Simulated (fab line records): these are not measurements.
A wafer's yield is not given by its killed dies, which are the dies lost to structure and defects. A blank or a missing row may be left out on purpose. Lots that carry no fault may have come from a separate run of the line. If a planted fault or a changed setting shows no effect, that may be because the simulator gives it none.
fab line records    flow sky130
record lots=12  wafers=36  lastDay=50
route steps=708 shown VIA1@482 VIA4@642 PASSIVATION@693 PAD_OPEN@708
lots that met no fault: from a run of the same line without faults
startH: hours from the record's opening day to when the first of the lot's shown wafers began    waitH: time in hours since the lot's previous step    " the same as in the row above    L1.1+2: several wafers, shown together as one row    - no value, or no start was given    * or withheld: withheld    < > ~ a bound
route shown NAME@n: NAME is a module with steps in the file, n the number in the route of the first one    usual: average and standard deviation across the fault-free wafers    same: alike in all rows    chamber/n: place in a boat    sites: the reading at each site    _std_site: standard deviation across them    _edge_site: mean of outer sites minus mean of inner sites    radiusMm: how far each site lies from the wafer's centre    mask NAME#n: copy n    behind: tool/chamber where the wafer was last shaped    hold: why the lot went on hold/how many hours it stayed there/how the hold came to an end    device: the transistor (n, p or np) that didn't switch    end of line: at the end of the route, the tests of the same wafers    a step with no rows: only its recipe    killed: not the wafer's yield, but the dies lost to structure and defects at the first sort    map: dies across one wafer; x = killed, . = not, _ = none there
set.NAME: the setting as run; set.NAME@STEP: as run at that earlier step    model.NAME: the simulator's own value behind a step, which no gauge read
the route's steps for a sample of lots (tables are steps, rows are wafers)
services: from which hour (startH, from the record's first day; less than 0 if before it) a tool's chamber was out of use, for how many hours, and why
## steps
# step SKY_VIA1_CMP_24
# recipe stopOn=SiO2  tOverpolishS=15  downForcePsi=3.5  platenRpm=60  targetThkNm=0  padVelocityMS=0.94248
# usual motorCurrentA=11.3/1.2  overpolishRunS=15.001/0.0089  timeToEndpointS=66.3/2.5
lot.wafer  tool    chamber  startH  waitH  motorCurrentA  overpolishRunS  timeToEndpointS
L845.3     cmp-01  0        777.42  0.1    12.8           15.014          67.6
L845.5     "       2        "       "      10.3           14.988          65.9
L845.6     "       3        "       "      10.0           15.007          67.6
L848.1     cmp-01  3        806.48  0.1    9.8            15.010          65.0
L848.4     "       1        "       "      12.2           14.995          68.6
L848.2     "       2        "       "      10.4           15.003          66.6
L849.4     cmp-01  3        836.08  0.0    10.1           14.988          68.0
L849.5     "       3        "       "      10.2           15.004          66.6
L849.6     "       0        "       "      13.0           14.990          67.6
L851.3     cmp-01  3        836.43  0.1    9.8            14.999          68.2
L851.2     "       0        "       "      12.5           15.004          69.4
L851.6     "       3        "       "      10.0           15.003          65.9
L850.2     cmp-01  1        838.64  0.0    12.0           15.007          70.0
L850.1     "       2        "       "      10.4           14.997          67.0
L850.6     "       1        "       "      11.9           14.987          72.4
L853.2     cmp-01  3        845.24  0.0    10.2           15.003          66.6
L853.1     "       1        "       "      12.3           15.014          68.3
L853.4     "       2        "       "      10.1           14.997          66.8
L856.4     cmp-02  2        877.49  0.1    11.7           15.006          67.8
L856.2     "       0        "       "      10.1           15.013          62.7
L856.6     "       1        "       "      12.0           14.992          64.1
L855.2     cmp-02  0        878.39  0.0    10.7           14.999          66.9
L855.1     "       2        "       "      12.2           15.000          67.3
L855.3     "       3        "       "      11.0           15.000          68.1
L857.2     cmp-01  3        885.59  0.1    10.2           14.978          63.6
L857.3     "       0        "       "      13.4           14.993          65.3
L857.4     "       1        "       "      12.4           15.003          65.5
L858.1     cmp-01  1        891.41  0.1    12.1           15.006          65.0
L858.5     "       3        "       "      10.3           14.988          69.4
L858.6     "       0        "       "      12.9           15.010          66.9
L859.3     cmp-01  1        896.94  0.0    12.2           14.990          67.5
L859.4     "       0        "       "      13.3           15.008          66.4
L859.6     "       1        "       "      11.4           15.003          67.0
L868.2     cmp-02  3        955.17  0.0    10.0           15.005          61.1
L868.3     "       0        "       "      10.0           14.998          61.6
L868.4     "       1        "       "      13.2           15.008          59.6
# step SKY_VIA4_BOW_MEAS_03
# recipe mode=bow
# usual VIA4_BOW=80/8.8
lot.wafer  tool          chamber  startH   waitH  VIA4_BOW[um]
L845.3     filmMetro-01  -        968.66   0.1    74
L845.5     "             -        "        "      80
L845.6     "             -        "        "      86
L848.1     filmMetro-02  -        994.59   0.1    79
L848.2     "             -        "        "      66
L848.4     "             -        "        "      67
L849.4     filmMetro-03  -        1020.19  0.2    88
L849.5     "             -        "        "      65
L849.6     "             -        "        "      72
L851.2     filmMetro-02  -        1021.22  0.3    71
L851.3     "             -        "        "      71
L851.6     "             -        "        "      67
L850.1     filmMetro-01  -        1024.85  0.1    67
L850.2     "             -        "        "      71
L850.6     "             -        "        "      72
L853.1     filmMetro-03  -        1029.59  0.2    70
L853.2     "             -        "        "      62
L853.4     "             -        "        "      82
L856.2     filmMetro-02  -        1055.73  0.3    85
L856.4     "             -        "        "      86
L856.6     "             -        "        "      86
L855.1     filmMetro-03  -        1056.54  0.2    71
L855.2     "             -        "        "      64
L855.3     "             -        "        "      74
L857.2     filmMetro-03  -        1059.78  0.2    90
L857.3     "             -        "        "      94
L857.4     "             -        "        "      90
L858.1     filmMetro-02  -        1063.02  0.1    88
L858.5     "             -        "        "      91
L858.6     "             -        "        "      85
L859.3     filmMetro-02  -        1067.40  0.1    88
L859.4     "             -        "        "      83
L859.6     "             -        "        "      84
L868.2     filmMetro-01  -        1119.64  0.2    71
L868.3     "             -        "        "      84
L868.4     "             -        "        "      80
# step SKY_VIA4_OVL_MEAS_11
# usual VIA4_OVL=-0.6/1.1
lot.wafer  tool        chamber  startH   waitH  VIA4_OVL[nm]
L845.3     overlay-01  -        992.67   0.1    -0.9
L845.5     "           -        "        "      0.3
L845.6     "           -        "        "      -1.6
L848.1     overlay-02  -        1017.41  0.1    -2.6
L848.2     "           -        "        "      -1.4
L848.4     "           -        "        "      -1.7
L849.4     overlay-02  -        1042.04  0.1    1.1
L849.5     "           -        "        "      -0.9
L849.6     "           -        "        "      -0.4
L851.2     overlay-01  -        1043.52  0.1    -1.5
L851.3     "           -        "        "      -0.6
L851.6     "           -        "        "      -1.9
L850.1     overlay-01  -        1046.67  0.1    -2.2
L850.2     "           -        "        "      -2.1
L850.6     "           -        "        "      0.7
L853.1     overlay-02  -        1051.37  0.1    -1.1
L853.2     "           -        "        "      0.6
L853.4     "           -        "        "      -0.3
L856.2     overlay-02  -        1075.88  0.1    -0.1
L856.4     "           -        "        "      -1.6
L856.6     "           -        "        "      -1.3
L855.1     overlay-02  -        1076.91  0.1    0.2
L855.2     "           -        "        "      0.5
L855.3     "           -        "        "      1.1
L857.2     overlay-01  -        1080.17  0.1    -0.6
L857.3     "           -        "        "      -0.5
L857.4     "           -        "        "      -1.2
L858.1     overlay-01  -        1084.06  0.1    1.1
L858.5     "           -        "        "      0.9
L858.6     "           -        "        "      1.1
L859.3     overlay-01  -        1087.23  0.1    -0.9
L859.4     "           -        "        "      0.7
L859.6     "           -        "        "      0.4
L868.2     overlay-02  -        1138.62  0.1    -1.0
L868.3     "           -        "        "      -0.9
L868.4     "           -        "        "      -2.7
# step SKY_PASSIVATION_STRIP_12
# recipe chemistry=O2/N2  powerW=1400  pressureMtorr=1500  platenTempC=withheld  overashFraction=0.7  o2FlowSccm=3000  n2FlowSccm=300
# usual chamberPressureMTorr=1500.2/1.4  drypumpMotorCurrentA=5.5/0.34  oesProductAu=0.661/0.0042  stripTimeToEndpointS=31.59/0.13
# same overashFraction=0.7
lot.wafer  tool            chamber  startH   waitH  chamberPressureMTorr  drypumpMotorCurrentA  oesProductAu  rfHoursCounterH  stripTimeToEndpointS
L845.3     plasmaAsher-01  0        1039.51  0.1    1499.4                5.7                   0.668         -                31.38
L845.5     "               1        "        "      1502.4                5.4                   0.653         -                31.47
L845.6     "               0        "        "      1499.1                5.6                   0.664         -                31.47
L848.1     plasmaAsher-04  0        1061.39  0.1    1502.4                5.0                   0.652         65               31.57
L848.2     "               1        "        "      1500.7                5.6                   0.664         65               31.61
L848.4     "               1        "        "      1500.0                5.6                   0.666         -                31.63
L849.4     plasmaAsher-04  0        1083.67  0.1    1500.1                5.0                   0.663         -                31.65
L849.5     "               1        "        "      1498.9                5.6                   0.660         -                31.73
L849.6     "               0        "        "      1499.6                5.0                   0.663         -                31.73
L851.2     plasmaAsher-01  0        1084.94  0.1    1501.7                5.7                   0.659         92               31.80
L851.3     "               1        "        "      1500.0                5.4                   0.666         -                31.66
L851.6     "               0        "        "      1498.3                5.7                   0.663         -                31.74
L850.1     plasmaAsher-04  0        1089.02  0.1    1501.4                5.0                   0.665         68               31.59
L850.2     "               1        "        "      1498.6                5.6                   0.660         68               31.66
L850.6     "               0        "        "      1500.1                5.0                   0.663         -                31.82
L853.1     plasmaAsher-03  1        1093.97  0.1    1501.4                5.9                   0.664         3                31.68
L853.2     "               0        "        "      1498.8                6.0                   0.661         3                31.36
L853.4     "               0        "        "      1499.1                6.0                   0.662         -                31.68
L856.2     plasmaAsher-04  0        1119.17  0.1    1499.7                5.0                   0.663         70               31.50
L856.4     "               1        "        "      1500.6                5.6                   0.665         -                31.60
L856.6     "               0        "        "      1500.8                5.0                   0.660         -                31.70
L855.1     plasmaAsher-01  0        1120.39  0.1    1501.7                5.7                   0.662         95               31.58
L855.2     "               1        "        "      1501.7                5.4                   0.656         95               31.53
L855.3     "               0        "        "      1498.8                5.7                   0.664         -                31.61
L857.2     plasmaAsher-01  0        1123.64  0.1    1499.5                5.6                   0.663         96               31.52
L857.3     "               0        "        "      1501.2                5.7                   0.661         -                31.44
L857.4     "               1        "        "      1503.5                5.4                   0.662         -                31.75
L858.1     plasmaAsher-04  1        1126.42  0.1    1499.5                5.6                   0.660         71               31.66
L858.5     "               1        "        "      1501.6                5.6                   0.668         -                31.60
L858.6     "               0        "        "      1501.7                5.0                   0.657         -                31.54
L859.3     plasmaAsher-03  1        1129.32  0.1    1498.9                5.9                   0.668         -                31.55
L859.4     "               0        "        "      1500.8                6.0                   0.654         -                31.63
L859.6     "               1        "        "      1499.5                5.9                   0.658         -                31.66
L868.2     plasmaAsher-04  0        1174.64  0.1    1503.0                5.0                   0.657         76               31.58
L868.3     "               0        "        "      1499.8                5.0                   0.662         -                31.45
L868.4     "               1        "        "      1500.6                5.6                   0.662         -                31.50
# step SKY_PAD_OPEN_PROBE_99
# usual defectLimitedYield=82.5/1.9  killed_at_M0_to_M3=44/6.6  killed_at_M4_up=3.0/2  killedAtContacts=24/5.1  killedAtFrontEnd=15/4.1  killedAtOther=0.4/0.62  killedDies=86/9.3  killedOnRim=17/3.7  killedOpen=46/6.8  killedShort=40/5.8  sort_bin_3_pad_short=0.8/0.4  sort_bin_5_function=10.3/1.4  sort_bin_6_memory=6.4/1  sortNPass=406/9.3  sortYieldPct=82.5/1.9
# same grossDies=492  killedAtBackSide=0  sort_bin_4_leakage[%]=0  sort_bin_8_speed[%]=0
lot.wafer  tool       chamber  startH   waitH  defectLimitedYield[%]  killed_at_M0_to_M3  killed_at_M4_up  killedAtContacts  killedAtFrontEnd  killedAtOther  killedDies  killedOnRim  killedOpen  killedShort  sort_bin_3_pad_short[%]  sort_bin_5_function[%]  sort_bin_6_memory[%]  sortNPass  sortYieldPct[%]
L851.2     prober-01  -        1107.83  0.1    81.7                   50                  4                20                16                0              90          18           42          48           1.6                      10.2                    6.5                   402        81.7
L851.3     prober-01  -        1107.88  0.2    80.5                   54                  3                24                15                0              96          20           54          40           1.2                      11.6                    6.7                   396        80.5
L851.6     prober-01  -        1108.03  0.2    82.9                   33                  3                30                18                0              84          20           51          33           1.0                      9.6                     6.5                   408        82.9
L850.1     prober-02  -        1111.13  0.1    82.9                   38                  5                25                16                0              84          16           51          33           1.0                      9.1                     6.9                   408        82.9
L850.2     prober-02  -        1111.18  0.1    88.0                   28                  0                13                18                0              59          8            32          27           0.4                      7.1                     4.5                   433        88.0
L850.6     prober-02  -        1111.38  0.2    84.3                   39                  3                19                16                0              77          19           45          32           0.4                      11.0                    4.3                   415        84.3
L853.2     prober-01  -        1116.75  0.1    79.7                   47                  3                30                20                0              100         22           62          38           0.6                      13.4                    6.3                   392        79.7
L856.2     prober-01  -        1140.12  0.1    86.0                   43                  3                14                9                 0              69          13           31          38           0.6                      8.1                     5.3                   423        86.0
L856.4     prober-01  -        1140.22  0.2    83.5                   36                  3                25                17                0              81          13           46          35           0.8                      8.9                     6.7                   411        83.5
L856.6     prober-01  -        1140.32  0.2    80.7                   60                  2                21                12                0              95          15           43          51           1.0                      12.6                    5.7                   397        80.7
L855.1     prober-02  -        1141.29  0.1    80.5                   46                  4                34                11                1              96          22           53          43           0.4                      13.2                    5.9                   396        80.5
L855.2     prober-02  -        1141.34  0.1    80.3                   47                  2                32                16                0              97          13           58          38           0.8                      11.8                    7.1                   395        80.3
L855.3     prober-02  -        1141.39  0.2    82.5                   47                  1                28                10                0              86          22           41          45           1.4                      9.6                     6.5                   406        82.5
L857.2     prober-01  -        1144.96  0.1    83.7                   45                  3                18                14                0              80          19           39          41           0.6                      7.7                     7.9                   412        83.7
L857.3     prober-01  -        1145.01  0.2    81.1                   55                  2                12                24                0              93          20           56          37           0.6                      11.4                    6.9                   399        81.1
L857.4     prober-01  -        1145.06  0.2    63.6                   151                 3                18                7                 0              179         33           32          41           2.6                      18.9                    14.8                  313        63.6
L858.1     prober-02  -        1147.65  0.1    62.6                   156                 2                20                6                 0              184         37           37          28           2.8                      21.3                    13.2                  308        62.6
L858.5     prober-02  -        1147.85  0.2    85.4                   34                  3                23                12                0              72          10           39          31           0.8                      8.1                     5.7                   420        85.4
L858.6     prober-02  -        1147.90  0.2    82.9                   41                  4                24                15                0              84          17           38          45           0.6                      9.8                     6.7                   408        82.9
L859.3     prober-01  -        1150.60  0.2    56.9                   165                 5                28                14                0              212         32           46          44           1.6                      26.0                    15.4                  280        56.9
L859.4     prober-01  -        1150.65  0.2    79.5                   64                  2                20                14                1              101         20           59          42           1.0                      11.6                    7.9                   391        79.5
L859.6     prober-01  -        1150.75  0.2    66.5                   136                 2                18                9                 0              165         33           38          33           1.8                      20.9                    10.8                  327        66.5
# killed by level:class
L851.2 METAL2:geometricParticle:short=10 VIA2:geometricParticle:open=9 LI_CONTACT:geometricParticle:open=8 METAL1:geometricParticle:short=7 CONTACT:geometricParticle:open=6 VIA1:geometricParticle:open=6 VIA2:geometricParticle:short=6 FIELD_ISO:geometricParticle:open=4
L851.3 CONTACT:geometricParticle:open=13 VIA1:geometricParticle:open=11 VIA2:geometricParticle:open=11 VIA1:geometricParticle:short=6 VIA3:geometricParticle:open=6 CONTACT:geometricParticle:short=5 VIA2:geometricParticle:short=4 FIELD_ISO:geometricParticle:short=3
L851.6 CONTACT:geometricParticle:open=15 VIA1:geometricParticle:open=11 FIELD_ISO:geometricParticle:open=7 CONTACT:geometricParticle:short=7 LI_CONTACT:geometricParticle:open=5 VIA2:geometricParticle:open=5 FIELD_ISO:geometricParticle:short=4 METAL1:geometricParticle:short=4
L850.1 CONTACT:geometricParticle:open=11 VIA1:geometricParticle:open=10 FIELD_ISO:geometricParticle:open=6 LI_CONTACT:geometricParticle:open=6 VIA1:geometricParticle:short=6 VIA3:geometricParticle:open=6 METAL1:geometricParticle:short=5 LI_CONTACT:geometricParticle:short=4
L850.2 CONTACT:geometricParticle:open=7 VIA1:geometricParticle:open=7 FIELD_ISO:geometricParticle:open=5 POLY_GATE:geometricParticle:open=5 VIA1:geometricParticle:short=5 CONTACT:geometricParticle:short=4 METAL2:geometricParticle:short=3 VIA2:geometricParticle:short=3
L850.6 CONTACT:geometricParticle:open=8 VIA1:geometricParticle:open=8 VIA2:geometricParticle:open=8 VIA3:geometricParticle:open=7 POLY_GATE:geometricParticle:short=5 CONTACT:geometricParticle:short=5 LI_CONTACT:geometricParticle:open=4 METAL1:geometricParticle:short=4
L853.2 VIA1:geometricParticle:open=14 LI_CONTACT:geometricParticle:open=9 CONTACT:geometricParticle:open=9 METAL1:geometricParticle:short=8 FIELD_ISO:geometricParticle:open=7 LI_CONTACT:geometricParticle:short=6 VIA2:geometricParticle:open=5 VIA3:geometricParticle:open=5
L856.2 METAL1:geometricParticle:short=12 VIA1:geometricParticle:open=8 VIA2:geometricParticle:open=6 LOCAL_INTERCONNECT:geometricParticle:short=4 VIA3:geometricParticle:short=4 FIELD_ISO:geometricParticle:short=3 LI_CONTACT:geometricParticle:open=3 CONTACT:geometricParticle:open=3
L856.4 CONTACT:geometricParticle:open=9 VIA3:geometricParticle:open=7 VIA1:geometricParticle:open=7 LOCAL_INTERCONNECT:geometricParticle:short=6 METAL1:geometricParticle:short=6 FIELD_ISO:geometricParticle:open=5 POLY_GATE:geometricParticle:open=5 LI_CONTACT:geometricParticle:open=5
L856.6 VIA1:geometricParticle:open=12 METAL1:geometricParticle:short=11 LOCAL_INTERCONNECT:geometricParticle:short=7 VIA2:geometricParticle:open=7 VIA1:geometricParticle:short=6 METAL3:geometricParticle:short=6 CONTACT:geometricParticle:short=5 CONTACT:geometricParticle:open=5
L855.1 CONTACT:geometricParticle:open=12 LI_CONTACT:geometricParticle:open=10 VIA1:geometricParticle:open=9 METAL1:geometricParticle:short=6 VIA3:geometricParticle:open=5 VIA1:geometricParticle:short=5 VIA2:geometricParticle:open=5 FIELD_ISO:geometricParticle:short=4
L855.2 VIA1:geometricParticle:open=17 CONTACT:geometricParticle:open=13 VIA2:geometricParticle:open=7 LI_CONTACT:geometricParticle:open=6 METAL1:geometricParticle:short=6 CONTACT:geometricParticle:short=6 VIA3:geometricParticle:open=6 POLY_GATE:geometricParticle:short=5
L855.3 VIA1:geometricParticle:open=10 CONTACT:geometricParticle:short=8 CONTACT:geometricParticle:open=8 LOCAL_INTERCONNECT:geometricParticle:short=7 VIA2:geometricParticle:open=7 VIA1:geometricParticle:short=6 VIA3:geometricParticle:open=6 METAL2:geometricParticle:short=5
L857.2 VIA1:geometricParticle:open=10 FIELD_ISO:geometricParticle:short=7 VIA1:geometricParticle:short=7 METAL2:geometricParticle:short=6 CONTACT:geometricParticle:open=5 VIA3:geometricParticle:open=5 LI_CONTACT:geometricParticle:open=4 LOCAL_INTERCONNECT:geometricParticle:short=4
L857.3 VIA1:geometricParticle:open=12 FIELD_ISO:geometricParticle:open=10 VIA3:geometricParticle:open=9 FIELD_ISO:geometricParticle:short=6 VIA2:geometricParticle:open=6 VIA1:geometricParticle:short=5 POLY_GATE:geometricParticle:open=5 CONTACT:geometricParticle:open=5
L857.4 VIA1:unspecified=106 METAL1:geometricParticle:short=7 METAL2:geometricParticle:short=7 VIA1:geometricParticle:open=6 LI_CONTACT:geometricParticle:short=5 LI_CONTACT:geometricParticle:open=5 VIA3:geometricParticle:open=5 VIA3:geometricParticle:short=4
L858.1 VIA1:unspecified=119 VIA1:geometricParticle:open=8 VIA3:geometricParticle:open=8 VIA2:geometricParticle:open=7 CONTACT:geometricParticle:open=6 FIELD_ISO:geometricParticle:short=4 LI_CONTACT:geometricParticle:open=4 LI_CONTACT:geometricParticle:short=3
L858.5 CONTACT:geometricParticle:open=9 METAL1:geometricParticle:short=6 VIA2:geometricParticle:open=6 VIA3:geometricParticle:open=6 FIELD_ISO:geometricParticle:short=5 LI_CONTACT:geometricParticle:open=5 METAL3:geometricParticle:short=5 VIA1:geometricParticle:open=4
L858.6 VIA1:geometricParticle:open=9 CONTACT:geometricParticle:open=9 METAL1:geometricParticle:short=8 VIA2:geometricParticle:open=8 FIELD_ISO:geometricParticle:short=7 CONTACT:geometricParticle:short=6 METAL2:geometricParticle:short=5 LI_CONTACT:geometricParticle:open=4
L859.3 VIA1:unspecified=122 CONTACT:geometricParticle:open=12 LI_CONTACT:geometricParticle:open=10 METAL1:geometricParticle:short=9 VIA1:geometricParticle:open=8 METAL2:geometricParticle:short=6 POLY_GATE:geometricParticle:short=5 VIA1:geometricParticle:short=4
L859.4 VIA1:geometricParticle:open=15 VIA3:geometricParticle:open=12 METAL1:geometricParticle:short=8 VIA2:geometricParticle:open=7 CONTACT:geometricParticle:open=7 VIA1:geometricParticle:short=7 POLY_GATE:geometricParticle:open=6 LI_CONTACT:geometricParticle:open=5
L859.6 VIA1:unspecified=94 VIA1:geometricParticle:open=12 CONTACT:geometricParticle:open=8 VIA1:geometricParticle:short=7 VIA2:geometricParticle:open=5 LI_CONTACT:geometricParticle:open=5 VIA3:geometricParticle:short=5 CONTACT:geometricParticle:short=4
## services
tool            chamber  startH   hours  kind
cmp-01          -        781.42   4.2    pm
cmp-01          -        828.92   1.5    repair
plasmaAsher-01  -        832.91   2.8    pm
cmp-02          -        860.25   0.6    repair
cmp-02          -        890.01   0.8    repair
plasmaAsher-03  -        903.62   2.8    pm
cmp-02          -        907.97   0.5    repair
cmp-01          -        912.00   4.0    pm
cmp-01          -        916.00   -      consumableReplace:conditioner
cmp-01          -        916.00   -      consumableReplace:pad
plasmaAsher-04  -        917.96   3.3    repair
cmp-02          -        967.95   6.4    pm
cmp-01          -        972.04   1.9    repair
plasmaAsher-04  -        1002.30  2.8    pm
cmp-02          -        1020.13  6.5    pm
cmp-01          -        1026.65  5.8    pm
plasmaAsher-03  -        1055.34  9.0    pm
plasmaAsher-03  0        1055.34  9.0    ventCycle
plasmaAsher-03  1        1055.34  9.0    ventCycle
cmp-02          -        1081.62  0.4    repair
cmp-02          -        1084.22  4.0    pm
cmp-02          -        1088.22  -      consumableReplace:conditioner
cmp-02          -        1088.22  -      consumableReplace:pad
cmp-01          -        1115.33  0.5    repair
## key
firstSign step=SKY_PAD_OPEN_PROBE_99  reading=killed_at_M0_to_M3  direction=up  sigmas=16  usual=44  struck=152
effect step=SKY_PAD_OPEN_PROBE_99  reading=sortNPass  direction=down  sigmas=11  usual=406  struck=307
metAt SKY_VIA1_CMP_24
struckLots L857,L858,L859
struckWafers L857.4,L858.1,L859.3,L859.6
notActingAt SKY_VIA4_BOW_MEAS_03,SKY_VIA4_OVL_MEAS_11,SKY_PASSIVATION_STRIP_12
onsetBetween 845.24 885.59
fault kind=chamberParticleSource  tool=cmp-01  chamber=1  onsetH=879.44  steps=SKY_VIA1_CMP_24  ratePerVisitCm2=0.50557  endH=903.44
